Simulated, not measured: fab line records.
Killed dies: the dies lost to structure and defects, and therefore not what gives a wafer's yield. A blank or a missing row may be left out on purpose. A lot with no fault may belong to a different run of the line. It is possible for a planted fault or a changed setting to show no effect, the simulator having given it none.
Which of the tools did it? ; flow sky130 ; 12 lots, 36 wafers sampled, at 6 steps of a route of 708

== WHAT THE GAUGES READ, wafer by wafer ==
SKY_LDD_HVN_TW_MEAS_10. Usual: LDD_HVN_TW gives 1425 (standard deviation 7.6).
lot;measured;on;LDD_HVN_TW;flag
L668;day 17 12:49;film metro-02;1421 1413 1415;
L669;day 18 01:08;film metro-02;1429 1433 1424;
L670;day 18 08:20;film metro-01;1412 1412 1413;
L671;day 18 20:04;film metro-04;1416 1420 1421;
L673;day 19 08:49;film metro-01;1405 1418 1417;
L672;day 19 13:23;film metro-01;1417 1422 1418;
L682;day 22 04:18;film metro-04;1426 1431 1432;
L683;day 22 20:14;film metro-02;1426 1425 1425;
L687;day 31 12:56;film metro-01;1426 1428 1434;
L685;day 31 16:18;film metro-01;1432 1433 1427;
L688;day 31 18:09;film metro-04;1422 1419 1423;
L690;day 31 19:44;film metro-04;1423 1416 1415;

SKY_SD_P_TW_MEAS_11. Usual: SD_P_TW gives 2804 (standard deviation 10).
lot;measured;on;SD_P_TW;flag
L668;day 23 05:13;film metro-04;2794 2801 2793;
L669;day 23 05:25;film metro-02;2825 2819 2816;
L670;day 23 07:40;film metro-04;2807 2806 2813;
L671;day 23 22:37;film metro-04;2805 2813 2819;
L673;day 24 10:47;film metro-04;2795 2813 2811;
L672;day 24 12:02;film metro-04;2815 2803 2808;
L682;day 27 02:11;film metro-04;2798 2796 2807;
L683;day 27 16:26;film metro-02;2795 2800 2794;
L687;day 36 03:54;film metro-02;2812 2811 2820;
L685;day 36 07:22;film metro-04;2793 2805 2795;
L688;day 36 09:39;film metro-04;2805 2801 2793;
L690;day 36 12:03;film metro-04;2796 2789 2794;

SKY_RES_XHIGH_TW_MEAS_09. Usual: RES_XHIGH_TW gives 1627 (standard deviation 7.6).
lot;measured;on;RES_XHIGH_TW;flag
L668;day 24 10:19;film metro-01;1636 1626 1634;
L669;day 24 10:37;film metro-02;1623 1636 1647;
L670;day 24 13:01;film metro-02;1631 1631 1635;
L671;day 25 03:04;film metro-02;1628 1626 1624;
L673;day 25 14:46;film metro-02;783 780 784;OFF
L672;day 25 16:22;film metro-04;787 795 790;OFF
L682;day 28 08:19;film metro-04;1626 1634 1624;
L683;day 28 21:08;film metro-01;1624 1633 1627;
L687;day 37 05:13;film metro-04;1613 1610 1618;
L685;day 37 09:37;film metro-04;1613 1614 1606;
L688;day 37 11:54;film metro-01;1627 1632 1632;
L690;day 37 14:31;film metro-02;1634 1640 1634;

SKY_SD_N_RS_MEAS_17: measures by four-point-probe. Usual: SD_P_RS gives 146.8 ohm/sq (standard deviation 0.38).
lot;measured;on;SD_P_RS (ohm/sq);flag
L668;day 25 15:19;film metro-02;147.1 146.0 146.5;
L669;day 25 15:44;film metro-01;147.1 146.9 147.0;
L670;day 25 18:16;film metro-01;145.9 145.6 146.1;
L671;day 26 08:53;film metro-01;146.7 146.7 147.1;
L673;day 26 18:48;film metro-04;146.6 146.3 146.8;
L672;day 26 21:18;film metro-01;146.9 147.1 147.2;
L682;day 29 13:26;film metro-02;146.6 146.8 146.8;
L683;day 30 02:12;film metro-02;147.4 147.5 147.1;
L687;day 38 08:58;film metro-01;147.3 146.7 147.0;
L685;day 38 13:04;film metro-02;146.8 147.2 146.9;
L688;day 38 15:28;film metro-04;146.9 146.8 146.8;
L690;day 38 18:49;film metro-01;146.5 147.1 147.1;

SKY_SD_N_RS_MEAS_18: measures by four-point-probe. Usual: RES_XHIGH_RS gives 332.6 ohm/sq (standard deviation 1.2).
lot;measured;on;RES_XHIGH_RS (ohm/sq);flag
L668;day 25 15:26;film metro-02;331.7 331.0 330.8;
L669;day 25 15:52;film metro-01;333.5 333.1 332.8;
L670;day 25 18:23;film metro-01;331.6 332.4 332.1;
L671;day 26 09:00;film metro-01;332.7 331.6 331.3;
L673;day 26 18:55;film metro-04;2028.8 2053.7 2007.7;OFF
L672;day 26 21:25;film metro-01;2012.1 1982.7 1987.1;OFF
L682;day 29 13:34;film metro-02;332.7 333.6 333.7;
L683;day 30 02:19;film metro-02;332.8 332.7 333.2;
L687;day 38 09:05;film metro-01;334.2 333.1 332.5;
L685;day 38 13:11;film metro-02;333.0 332.9 334.6;
L688;day 38 15:35;film metro-04;332.5 331.7 333.3;
L690;day 38 18:56;film metro-01;332.7 332.3 332.3;

== EACH LOT AND THE TOOL THAT RAN IT (in order: tool; ch and the chambers of the sampled wafers; start) ==
lot;SKY_RES_XHIGH_IMPLANT_07
L668;implanter-01 ch 0, day 24 10:04
L669;implanter-04 ch 0, day 24 10:22
L670;implanter-01 ch 0, day 24 12:46
L671;implanter-04 ch 0, day 25 02:50
L673;implanter-01 ch 0, day 25 14:07
L672;implanter-01 ch 0, day 25 16:05
L682;implanter-04 ch 0, day 28 08:04
L683;implanter-03 ch 0, day 28 20:53
L687;implanter-01 ch 0, day 37 04:59
L685;implanter-03 ch 0, day 37 09:23
L688;implanter-03 ch 0, day 37 11:40
L690;implanter-01 ch 0, day 37 14:17
- SKY_RES_XHIGH_IMPLANT_07

== AS READ BY THE TOOLS THEMSELVES (means over the sampled wafers that have a number; for cases with no such wafer, the mark the record gives instead) ==
SKY_RES_XHIGH_IMPLANT_07. Usual: beam on s 40 s, standard deviation 3.7; dose ions cm2 3.6e+14, standard deviation 3.5e+11; faraday current uA 510, standard deviation 52.
lot;tool;beam on s (s);dose ions cm2;faraday current uA;flag
L668;implanter-01;42;3.6e+14;489;
L669;implanter-04;44;3.6e+14;462;
L670;implanter-01;42;3.6e+14;480;
L671;implanter-04;43;3.6e+14;470;
L673;implanter-01;10;3.6e+13;203;OFF
L672;implanter-01;10;3.6e+13;204;OFF
L682;implanter-04;43;3.6e+14;475;
L683;implanter-03;34;3.6e+14;596;
L687;implanter-01;41;3.6e+14;493;
L685;implanter-03;34;3.6e+14;595;
L688;implanter-03;34;3.6e+14;597;
L690;implanter-01;42;3.6e+14;486;

== THE ANSWER, worked out from the rows above alone ==
Rule: a lot is off if the mean of its wafers that have a number lies more than 3 standard deviations from the usual mean. Also off: a lot with no number at a reading for which 4 or more lots have one. The other lots that the step has rows for count as sound. After the gauges, taken in route order, come the tools' own readings; for these a lot's mean is taken, as printed above. The first step at which some lot is off is used, and at that step the reading that is off furthest; a lot without a number counts as furthest.
Off: L673, L672, at SKY_RES_XHIGH_TW_MEAS_09 (RES_XHIGH_TW).
A tool fits if, at a process step before that reading, it ran every lot that is off, and no sound lot after the first of them. Not tried: the gauges at SKY_RES_XHIGH_TW_MEAS_09; whatever is off there is also off at SKY_RES_XHIGH_IMPLANT_07, on other tools, and gauge error can't account for it. None of those tried fits.

== WHAT HAD BEEN PUT IN BY THE SIMULATOR ==
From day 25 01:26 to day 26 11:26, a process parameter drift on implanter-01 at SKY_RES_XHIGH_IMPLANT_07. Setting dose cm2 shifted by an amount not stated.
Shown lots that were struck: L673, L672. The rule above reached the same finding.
